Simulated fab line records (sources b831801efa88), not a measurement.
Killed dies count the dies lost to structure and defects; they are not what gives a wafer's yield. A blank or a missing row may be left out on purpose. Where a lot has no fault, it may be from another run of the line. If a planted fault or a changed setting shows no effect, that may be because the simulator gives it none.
fab line records	flow sky130	part 1 of 2: steps 1 to 22 of 32
record lots=5	wafers=15	last_day=50
route steps=708 shown METAL4@632 VIA4@639 METAL5@661
lots untouched by any fault: they come from a run of this same line in which no faults occurred
start_h: start of the lot's first displayed wafer, in hours after the record's first day	wait_h: hours elapsed since this lot's preceding step	" as in the row above	L1.1+2: a single row standing in for several wafers	- no value present, or no start provided	* or withheld: withheld	< > ~ a bound
route shown NAME@n: NAME is a module with steps in the file, n the number in the route of the first one	usual: average and standard deviation across the fault-free wafers	same: alike in all rows	chamber/n: place in a boat	sites: per-site readings	_std_site: how widely they spread, as a standard deviation	_edge_site: outer sites' mean less inner sites'	radius_mm: for every site, how far away it sits from the centre of the wafer	mask NAME#n: copy n	behind: the tool/chamber that last shaped the wafer	hold: the reason the lot was held/the length of the hold in hours/how it ended	device: transistor that didn't switch, given as n, p or np	end of line: tests run on the same wafers once the route is complete	for a step that has no rows: nothing shown but its recipe	killed: count of dies lost to structure and defects at first sort (not the wafer's yield)	map: shows each die of a wafer: x if killed, . if not, _ if none is there
set.NAME: setting as actually run; set.NAME@STEP: the setting as run at that earlier step	model.NAME: the simulator's own value behind a step, which no gauge read
lots at some steps of the route; a table a step, a row a wafer
services: the hour from which a tool's chamber was out of use, counted from the record's first day as start_h (under 0 if before that day), plus the number of hours and why
## steps
# step SKY_METAL4_ETCH_16
# recipe chemistry=N2/H2	target=BARC	ion_energy_ev=200	bias_w=100	pressure_mtorr=30	n2_flow_sccm=100	h2_flow_sccm=200	icp_w=500	stop_on=SiO2	time_s=88.2	target_depth_a=600
# usual drypump_motor_current_A=5.8/0.47	h2_flow_sccm=200.0/0.56	oes_product_au=0.626/0.0048	rf_fwd_power_W=496.4/1.4	throttle_valve_pct=13.204/0.01
# same time_s=88.2
lot.wafer	tool	chamber	start_h	wait_h	drypump_motor_current_A	h2_flow_sccm	oes_product_au	rf_fwd_power_W	rf_hours_counter_h	throttle_valve_pct
L074.2	rie_metal-04	0	978.65	0.0	5.6	199.4	0.623	495.3	10	13.211
L074.4	"	1	"	"	5.2	199.6	0.627	498.8	-	13.201
L074.6	"	1	"	"	5.2	200.1	0.613	497.9	-	13.207
L080.2	rie_metal-03	0	1040.88	0.1	5.8	199.8	0.629	495.0	-	13.220
L080.3	"	0	"	"	5.9	200.9	0.629	496.6	-	13.189
L080.4	"	0	"	"	5.9	200.7	0.629	495.5	-	13.212
L087.1	rie_metal-02	0	1067.96	0.0	6.2	200.2	0.624	495.4	14	13.194
L087.3	"	0	"	"	6.2	200.0	0.622	495.3	-	13.214
L087.5	"	0	"	"	6.2	200.1	0.620	496.1	-	13.203
L089.2	rie_metal-02	0	1073.23	0.1	6.2	199.2	0.627	497.9	-	13.220
L089.4	"	0	"	"	6.2	199.5	0.623	494.3	-	13.209
L089.6	"	0	"	"	6.2	199.7	0.626	494.5	-	13.214
L095.3	rie_metal-03	0	1109.81	0.1	5.8	199.5	0.625	497.8	-	13.206
L095.4	"	0	"	"	5.9	199.5	0.626	493.8	-	13.220
L095.5	"	0	"	"	5.9	199.7	0.629	498.5	-	13.215
# step SKY_METAL4_ETCH_17
# recipe target=SiO2	stop_on=TiN	chemistry=C4F8/O2/Ar	source_w=1500	bias_w=1200	pressure_mtorr=40	c4f8_flow_sccm=withheld	O2_flow_sccm=6	Ar_flow_sccm=300	time_s=3.9	target_depth_a=150
# usual oes_product_au=0.753/0.0076	rf_fwd_power_W=1468/9.3
# same time_s=3.9
lot.wafer	tool	chamber	start_h	wait_h	oes_product_au	rf_fwd_power_W	rf_hours_counter_h
L074.2	rie_diel-03	1	978.75	0.1	0.744	1460	18
L074.4	"	3	"	"	0.763	1463	25
L074.6	"	0	"	"	0.764	1462	-
L080.2	rie_diel-01	2	1041.04	0.1	0.744	1460	28
L080.3	"	0	"	"	0.753	1464	18
L080.4	"	3	"	"	0.749	1457	25
L087.1	rie_diel-01	3	1068.06	0.1	0.758	1463	25
L087.3	"	0	"	"	0.741	1460	19
L087.5	"	0	"	"	0.762	1464	-
L089.2	rie_diel-02	3	1073.39	0.1	0.760	1465	14
L089.4	"	0	"	"	0.758	1465	-
L089.6	"	3	"	"	0.762	1461	-
L095.3	rie_diel-02	3	1109.94	0.1	0.746	1470	15
L095.4	"	2	"	"	0.753	1489	11
L095.5	"	3	"	"	0.753	1469	-
# step SKY_METAL4_METAL_ETCH_18
# recipe target_depth_a=8450	stop_on=SiO2	over_etch_frac=0.3	time_s=183.1	chemistry=Cl2/BCl3	resist_sidewall_deg=88	pressure_mtorr=10	icp_w=900	bias_w=48.5	Cl2_flow_sccm=60	bcl3_flow_sccm=30
# usual drypump_motor_current_A=5.8/0.48	oes_product_au=0.866/0.0077	rf_fwd_power_W=896.3/2.7	throttle_valve_pct=22.264/0.0086
# same time_s=183.1
lot.wafer	tool	chamber	start_h	wait_h	drypump_motor_current_A	oes_product_au	rf_fwd_power_W	rf_hours_counter_h	throttle_valve_pct
L074.2	rie_metal-02	1	978.77	0.0	6.7	0.877	892.7	17	22.274
L074.4	"	1	"	"	6.7	0.880	894.4	-	22.256
L074.6	"	0	"	"	6.2	0.880	896.3	-	22.266
L080.2	rie_metal-02	1	1041.06	0.0	6.7	0.856	897.5	20	22.285
L080.3	"	0	"	"	6.2	0.851	896.5	-	22.261
L080.4	"	1	"	"	6.6	0.858	896.7	-	22.272
L087.1	rie_metal-04	1	1068.08	0.0	5.2	0.874	900.1	10	22.264
L087.3	"	1	"	"	5.2	0.871	898.3	-	22.276
L087.5	"	0	"	"	5.6	0.866	901.9	-	22.269
L089.2	rie_metal-03	0	1073.49	0.1	5.8	0.867	896.4	-	22.282
L089.4	"	0	"	"	5.8	0.873	894.5	-	22.271
L089.6	"	0	"	"	5.8	0.870	896.8	-	22.267
L095.3	rie_metal-04	1	1110.02	0.1	5.2	0.876	898.9	-	22.266
L095.4	"	0	"	"	5.6	0.871	893.7	-	22.262
L095.5	"	0	"	"	5.6	0.870	892.4	-	22.259
# step SKY_METAL4_STRIP_19
# recipe chemistry=O2/N2	power_w=1400	pressure_mtorr=1500	platen_temp_c=withheld	o2_flow_sccm=3000	n2_flow_sccm=300	overash_fraction=0.5
# usual drypump_motor_current_A=6.0/0.44	oes_product_au=0.503/0.0053	strip_time_to_endpoint_s=6.56/0.057
lot.wafer	tool	chamber	start_h	wait_h	drypump_motor_current_A	oes_product_au	rf_hours_counter_h	strip_time_to_endpoint_s
L074.2	plasma_asher-03	1	978.95	0.1	6.3	0.504	24	6.58
L074.4	"	1	"	"	6.3	0.499	-	6.55
L074.6	"	1	"	"	6.3	0.495	-	6.56
L080.2	plasma_asher-04	1	1041.24	0.1	5.4	0.501	93	6.59
L080.3	"	0	"	"	5.5	0.504	-	6.61
L080.4	"	1	"	"	5.4	0.504	-	6.62
L087.1	plasma_asher-03	0	1068.26	0.1	6.6	0.484	33	6.49
L087.3	"	1	"	"	6.3	0.500	-	6.49
L087.5	"	0	"	"	6.6	0.502	-	6.51
L089.2	plasma_asher-04	1	1073.88	0.3	5.4	0.498	97	6.53
L089.4	"	0	"	"	5.5	0.507	-	6.59
L089.6	"	0	"	"	5.5	0.506	-	6.65
L095.3	plasma_asher-04	1	1110.17	0.1	5.4	0.497	-	6.47
L095.4	"	0	"	"	5.5	0.502	-	6.47
L095.5	"	0	"	"	5.5	0.492	-	6.46
# step SKY_METAL4_STRIP_20
# recipe chemistry=post_etch_residue_remover	time_s=1200	temp_c=72.5
# usual temp_c=72.48/0.12
# same time_s=1200
lot.wafer	tool	chamber	start_h	wait_h	temp_c
L074.2	wet_bench-01	1	979.05	0.1	72.12
L074.4	"	1	"	"	72.45
L074.6	"	1	"	"	72.37
L080.2	wet_bench-01	1	1041.34	0.1	72.63
L080.3	"	1	"	"	72.40
L080.4	"	1	"	"	72.54
L087.1	wet_bench-01	2	1068.36	0.1	72.55
L087.3	"	2	"	"	72.54
L087.5	"	2	"	"	72.67
L089.2	wet_bench-04	3	1073.98	0.1	72.56
L089.4	"	3	"	"	72.73
L089.6	"	3	"	"	72.53
L095.3	wet_bench-01	3	1110.24	0.0	72.64
L095.4	"	3	"	"	72.64
L095.5	"	3	"	"	72.35
# step SKY_METAL4_CLEAN_21
# recipe chemistry=IPA	time_s=180	temp_c=25
# usual temp_c=25.01/0.1
# same time_s=180
lot.wafer	tool	chamber	start_h	wait_h	temp_c
L074.2	wet_bench-04	2	979.73	0.0	25.05
L074.4	"	2	"	"	25.06
L074.6	"	2	"	"	25.16
L080.2	wet_bench-04	2	1041.68	0.0	24.99
L080.3	"	2	"	"	25.01
L080.4	"	2	"	"	25.17
L087.1	wet_bench-03	2	1068.70	0.0	25.14
L087.3	"	2	"	"	25.03
L087.5	"	2	"	"	25.10
L089.2	wet_bench-01	3	1074.32	0.0	25.11
L089.4	"	3	"	"	25.00
L089.6	"	3	"	"	24.99
L095.3	wet_bench-04	2	1110.58	0.0	25.04
L095.4	"	2	"	"	25.07
L095.5	"	2	"	"	24.97
# step SKY_METAL4_CLEAN_22
# recipe chemistry=O3/DIW	dry=n2_spin
lot.wafer	tool	chamber	start_h	wait_h
L074.2+4+6	wet_bench-03	1	979.79	0.0
L080.2+3+4	wet_bench-03	0	1041.74	0.0
L087.1+3+5	wet_bench-04	3	1068.76	0.0
L089.2+4+6	wet_bench-04	2	1074.39	0.0
L095.3+4+5	wet_bench-04	3	1110.74	0.1
# step SKY_VIA4_HDPCVD_00
# recipe material=SiO2	target_thk_nm=1750	sigma_open_frac=0.3	time_s=291.7	temp_c=400	sih4_flow_sccm=60	pressure_mtorr=6
# same time_s=291.7
lot.wafer	tool	chamber	start_h	wait_h
L074.2+4+6	hdpcvd-01	0,1,0	979.88	0.0
L080.2+3+4	hdpcvd-01	1,0,0	1041.84	0.0
L087.1+3+5	hdpcvd-01	1,0,0	1068.85	0.0
L089.2+4+6	hdpcvd-01	0,1,1	1074.48	0.0
L095.3+4+5	hdpcvd-02	0,1,0	1110.84	0.0
# step SKY_VIA4_THK_MEAS_01
# recipe reads=SiO2_of_VIA4_HDPCVD_00
# usual VIA4_HDPCVD_THK=1752/18
lot.wafer	tool	chamber	start_h	wait_h	VIA4_HDPCVD_THK[nm]
L074.2	film_metro-01	-	980.07	0.1	1712
L074.4	"	-	"	"	1738
L074.6	"	-	"	"	1741
L080.2	film_metro-02	-	1042.03	0.1	1753
L080.3	"	-	"	"	1750
L080.4	"	-	"	"	1747
L087.1	film_metro-03	-	1069.12	0.2	1744
L087.3	"	-	"	"	1747
L087.5	"	-	"	"	1734
L089.2	film_metro-02	-	1074.80	0.2	1765
L089.4	"	-	"	"	1757
L089.6	"	-	"	"	1766
L095.3	film_metro-02	-	1111.04	0.1	1773
L095.4	"	-	"	"	1762
L095.5	"	-	"	"	1778
# step SKY_VIA4_CMP_02
# recipe material=SiO2	down_force_psi=4	platen_rpm=60	pad_velocity_m_s=0.94248
# usual motor_current_A=12.2/1.5
lot.wafer	tool	chamber	start_h	wait_h	motor_current_A
L074.4	cmp-02	2	980.20	0.1	11.6
L074.2	"	0	"	"	15.7
L074.6	"	1	"	"	12.9
L080.3	cmp-02	0	1042.13	0.1	15.3
L080.4	"	1	"	"	11.9
L080.2	"	2	"	"	10.6
L087.1	cmp-02	2	1069.18	0.1	11.3
L087.3	"	0	"	"	16.5
L087.5	"	2	"	"	11.8
L089.4	cmp-02	2	1074.90	0.1	11.5
L089.2	"	3	"	"	11.0
L089.6	"	1	"	"	11.6
L095.3	cmp-02	2	1111.08	0.0	11.4
L095.4	"	3	"	"	10.8
L095.5	"	2	"	"	11.4
# step SKY_VIA4_BOW_MEAS_03
# recipe mode=bow
# usual VIA4_BOW=79/9.3
lot.wafer	tool	chamber	start_h	wait_h	VIA4_BOW[um]
L074.2	film_metro-01	-	980.47	0.1	87
L074.4	"	-	"	"	89
L074.6	"	-	"	"	96
L080.2	film_metro-01	-	1042.40	0.1	87
L080.3	"	-	"	"	85
L080.4	"	-	"	"	87
L087.1	film_metro-03	-	1069.48	0.2	79
L087.3	"	-	"	"	90
L087.5	"	-	"	"	86
L089.2	film_metro-02	-	1075.17	0.2	84
L089.4	"	-	"	"	59
L089.6	"	-	"	"	74
L095.3	film_metro-02	-	1111.42	0.3	81
L095.4	"	-	"	"	81
L095.5	"	-	"	"	83
# step SKY_VIA4_DEHYDRATE_04
# recipe temp_c=200	time_s=60
# usual exhaust_pa=45.0/0.79
# same time_s=60
lot.wafer	tool	chamber	start_h	wait_h	exhaust_pa
L074.2	litho_track-01	0	992.30	11.8	44.4
L074.4	"	0	"	"	46.0
L074.6	"	0	"	"	44.2
L080.2	litho_track-03	0	1052.35	9.9	45.5
L080.3	"	0	"	"	45.4
L080.4	"	0	"	"	45.3
L087.1	litho_track-01	0	1079.17	9.7	44.3
L087.3	"	0	"	"	43.7
L087.5	"	0	"	"	44.6
L089.2	litho_track-03	0	1085.55	10.4	45.0
L089.4	"	0	"	"	46.0
L089.6	"	0	"	"	45.2
L095.3	litho_track-03	0	1120.47	9.0	44.8
L095.4	"	0	"	"	46.4
L095.5	"	0	"	"	45.6
# step SKY_VIA4_HMDS_05
# recipe prime_time_s=60	prime_temp_c=120
# usual exhaust_pa=45.1/0.9
lot.wafer	tool	chamber	start_h	wait_h	exhaust_pa
L074.2	litho_track-01	0	992.45	0.1	44.4
L074.4	"	0	"	"	45.5
L074.6	"	0	"	"	45.2
L080.2	litho_track-03	0	1052.50	0.1	44.9
L080.3	"	0	"	"	45.3
L080.4	"	0	"	"	45.0
L087.1	litho_track-01	0	1079.32	0.1	43.9
L087.3	"	0	"	"	44.4
L087.5	"	0	"	"	44.7
L089.2	litho_track-03	0	1085.70	0.1	46.7
L089.4	"	0	"	"	46.6
L089.6	"	0	"	"	45.0
L095.3	litho_track-03	0	1120.62	0.1	45.8
L095.4	"	0	"	"	46.4
L095.5	"	0	"	"	46.2
# step SKY_VIA4_COAT_06
# recipe resist=NOVOLAK	spin_rpm=3000	resist_thk_nm=1140
# usual exhaust_pa=44.9/0.84
lot.wafer	tool	chamber	start_h	wait_h	exhaust_pa
L074.2	litho_track-01	0	992.60	0.1	43.5
L074.4	"	0	"	"	45.9
L074.6	"	0	"	"	45.4
L080.2	litho_track-03	0	1052.65	0.1	44.3
L080.3	"	0	"	"	45.0
L080.4	"	0	"	"	45.9
L087.1	litho_track-01	0	1079.47	0.1	46.3
L087.3	"	0	"	"	45.7
L087.5	"	0	"	"	44.8
L089.2	litho_track-03	0	1085.85	0.1	45.3
L089.4	"	0	"	"	45.4
L089.6	"	0	"	"	43.9
L095.3	litho_track-03	0	1120.77	0.1	46.2
L095.4	"	0	"	"	46.6
L095.5	"	0	"	"	45.4
# step SKY_VIA4_SOFTBAKE_07
# recipe temp_c=90	time_s=60	resist=NOVOLAK
# usual exhaust_pa=45.1/0.98
# same time_s=60
lot.wafer	tool	chamber	start_h	wait_h	exhaust_pa
L074.2	litho_track-01	0	992.75	0.1	45.1
L074.4	"	0	"	"	43.9
L074.6	"	0	"	"	43.6
L080.2	litho_track-03	0	1052.80	0.1	42.8
L080.3	"	0	"	"	44.6
L080.4	"	0	"	"	43.3
L087.1	litho_track-01	0	1079.62	0.1	46.2
L087.3	"	0	"	"	45.4
L087.5	"	0	"	"	44.3
L089.2	litho_track-03	0	1086.00	0.1	44.4
L089.4	"	0	"	"	45.2
L089.6	"	0	"	"	45.7
L095.3	litho_track-03	0	1120.92	0.1	43.2
L095.4	"	0	"	"	44.2
L095.5	"	0	"	"	44.5
# step SKY_VIA4_EXPOSE_08
# recipe mask_id=VIM4	na=0.6	source_shape=conventional	sigma_outer=0.6	polarization=unpolarized	target_cd_nm=800	dose_mj=132
# usual stage_vel_mm_s=500.01/0.24
lot.wafer	tool	chamber	start_h	wait_h	mask	stage_vel_mm_s
L074.2	iline_stepper-02	0	-	-	VIM4#0	500.05
L074.4	"	0	"	"	VIM4#0	499.79
L074.6	"	0	"	"	VIM4#0	500.12
L080.2	iline_stepper-02	0	-	-	VIM4#0	499.93
L080.3	"	0	"	"	VIM4#0	499.78
L080.4	"	0	"	"	VIM4#0	499.63
L087.1	iline_stepper-02	0	-	-	VIM4#0	500.02
L087.3	"	0	"	"	VIM4#0	500.30
L087.5	"	0	"	"	VIM4#0	500.02
L089.2	iline_stepper-02	0	-	-	VIM4#0	500.32
L089.4	"	0	"	"	VIM4#0	500.19
L089.6	"	0	"	"	VIM4#0	499.73
L095.3	iline_stepper-01	0	-	-	VIM4#0	500.06
L095.4	"	0	"	"	VIM4#0	499.69
L095.5	"	0	"	"	VIM4#0	499.82
# step SKY_VIA4_PEB_09
# recipe temp_c=withheld	time_s=*	resist=NOVOLAK
# usual exhaust_pa=45.1/0.82
# same time_s=*
lot.wafer	tool	chamber	start_h	wait_h	exhaust_pa
L074.2	litho_track-01	0	-	-	45.8
L074.4	"	0	"	"	44.4
L074.6	"	0	"	"	44.9
L080.2	litho_track-03	0	-	-	43.6
L080.3	"	0	"	"	44.3
L080.4	"	0	"	"	44.6
L087.1	litho_track-01	0	-	-	44.8
L087.3	"	0	"	"	45.4
L087.5	"	0	"	"	45.1
L089.2	litho_track-04	0	-	-	45.7
L089.4	"	0	"	"	45.8
L089.6	"	0	"	"	46.2
L095.3	litho_track-01	0	-	-	46.3
L095.4	"	0	"	"	45.5
L095.5	"	0	"	"	45.3
# step SKY_VIA4_DEVELOP_10
# recipe resist=NOVOLAK	developer=TMAH	develop_time_s=60	dev_temp_c=23
# usual exhaust_pa=44.9/1
lot.wafer	tool	chamber	start_h	wait_h	exhaust_pa
L074.2	litho_track-01	0	1003.55	0.1	44.9
L074.4	"	0	"	"	44.7
L074.6	"	0	"	"	45.0
L080.2	litho_track-03	0	1064.65	0.1	44.6
L080.3	"	0	"	"	43.8
L080.4	"	0	"	"	44.0
L087.1	litho_track-01	0	1089.67	0.1	46.9
L087.3	"	0	"	"	45.3
L087.5	"	0	"	"	43.9
L089.2	litho_track-04	0	1095.34	0.1	44.2
L089.4	"	0	"	"	45.9
L089.6	"	0	"	"	43.6
L095.3	litho_track-01	0	1131.38	0.1	44.1
L095.4	"	0	"	"	45.6
L095.5	"	0	"	"	45.5
# step SKY_VIA4_OVL_MEAS_11
# usual VIA4_OVL=0.5/1.2
lot.wafer	tool	chamber	start_h	wait_h	VIA4_OVL[nm]
L074.2	overlay-02	-	1003.68	0.1	-0.9
L074.4	"	-	"	"	-1.4
L074.6	"	-	"	"	0.4
L080.2	overlay-02	-	1064.78	0.1	0.2
L080.3	"	-	"	"	0.9
L080.4	"	-	"	"	1.4
L087.1	overlay-01	-	1089.82	0.1	-0.3
L087.3	"	-	"	"	-1.5
L087.5	"	-	"	"	-0.8
L089.2	overlay-01	-	1095.48	0.1	3.0
L089.4	"	-	"	"	0.0
L089.6	"	-	"	"	2.0
L095.3	overlay-02	-	1131.49	0.1	1.2
L095.4	"	-	"	"	0.6
L095.5	"	-	"	"	0.5
# step SKY_VIA4_ETCH_12
# recipe target=SiO2	chemistry=C4F8/O2/Ar	stop_on=TiN	mask_material=NOVOLAK	source_w=1500	bias_w=1200	pressure_mtorr=40	c4f8_flow_sccm=withheld	O2_flow_sccm=6	Ar_flow_sccm=300	time_s=withheld	target_depth_a=5800
# usual oes_product_au=0.925/0.0043	rf_fwd_power_W=1490/6
lot.wafer	tool	chamber	start_h	wait_h	oes_product_au	rf_fwd_power_W
L074.2	rie_diel-01	1	1003.71	0.0	0.924	1492
L074.4	"	0	"	"	0.925	1485
L074.6	"	0	"	"	0.924	1500
L080.2	rie_diel-02	2	1064.81	0.0	0.921	1492
L080.3	"	1	"	"	0.922	1490
L080.4	"	1	"	"	0.920	1493
L087.1	rie_diel-02	3	1089.86	0.0	0.921	1492
L087.3	"	2	"	"	0.925	1495
L087.5	"	3	"	"	0.924	1494
L089.2	rie_diel-01	3	1095.51	0.0	0.929	1494
L089.4	"	2	"	"	0.933	1478
L089.6	"	0	"	"	0.927	1492
L095.3	rie_diel-04	1	1131.51	0.0	0.929	1491
L095.4	"	2	"	"	0.932	1490
L095.5	"	1	"	"	0.923	1498
# step SKY_VIA4_STRIP_13
# recipe chemistry=O2/N2	power_w=1400	pressure_mtorr=1500	platen_temp_c=withheld	o2_flow_sccm=3000	n2_flow_sccm=300	overash_fraction=0.5
# usual drypump_motor_current_A=6.2/0.49	oes_product_au=0.709/0.0053	strip_time_to_endpoint_s=12.80/0.034
lot.wafer	tool	chamber	start_h	wait_h	drypump_motor_current_A	oes_product_au	rf_hours_counter_h	strip_time_to_endpoint_s
L074.2	plasma_asher-03	1	1003.78	-	6.3	0.701	27	12.84
L074.4	"	1	"	"	6.4	0.710	-	12.81
L074.6	"	1	"	"	6.4	0.708	-	12.81
L080.2	plasma_asher-02	0	1064.88	-	6.2	0.710	0	12.80
L080.3	"	0	"	"	6.1	0.724	-	12.83
L080.4	"	1	"	"	6.0	0.705	-	12.83
L087.1	plasma_asher-01	1	1089.93	-	6.4	0.714	61	12.77
L087.3	"	0	"	"	5.0	0.705	-	12.78
L087.5	"	0	"	"	5.0	0.711	-	12.76
L089.2	plasma_asher-03	1	1095.58	-	6.3	0.714	36	12.75
L089.4	"	0	"	"	6.6	0.702	-	12.76
L089.6	"	1	"	"	6.3	0.708	-	12.75
L095.3	plasma_asher-01	0	1131.62	-	5.0	0.701	-	12.80
L095.4	"	1	"	"	6.4	0.704	-	12.84
L095.5	"	1	"	"	6.4	0.702	-	12.80
# step SKY_VIA4_STRIP_14
# recipe chemistry=post_etch_residue_remover	time_s=1200	temp_c=72.5
# usual temp_c=72.51/0.12
# same time_s=1200
lot.wafer	tool	chamber	start_h	wait_h	temp_c
L074.2	wet_bench-04	3	1003.88	0.1	72.64
L074.4	"	3	"	"	72.60
L074.6	"	3	"	"	72.43
L080.2	wet_bench-01	3	1064.98	0.1	72.42
L080.3	"	3	"	"	72.41
L080.4	"	3	"	"	72.74
L087.1	wet_bench-04	1	1090.03	0.1	72.54
L087.3	"	1	"	"	72.51
L087.5	"	1	"	"	72.43
L089.2	wet_bench-02	0	1095.68	0.1	72.47
L089.4	"	0	"	"	72.26
L089.6	"	0	"	"	72.59
L095.3	wet_bench-04	0	1131.68	0.0	72.53
L095.4	"	0	"	"	72.63
L095.5	"	0	"	"	72.31
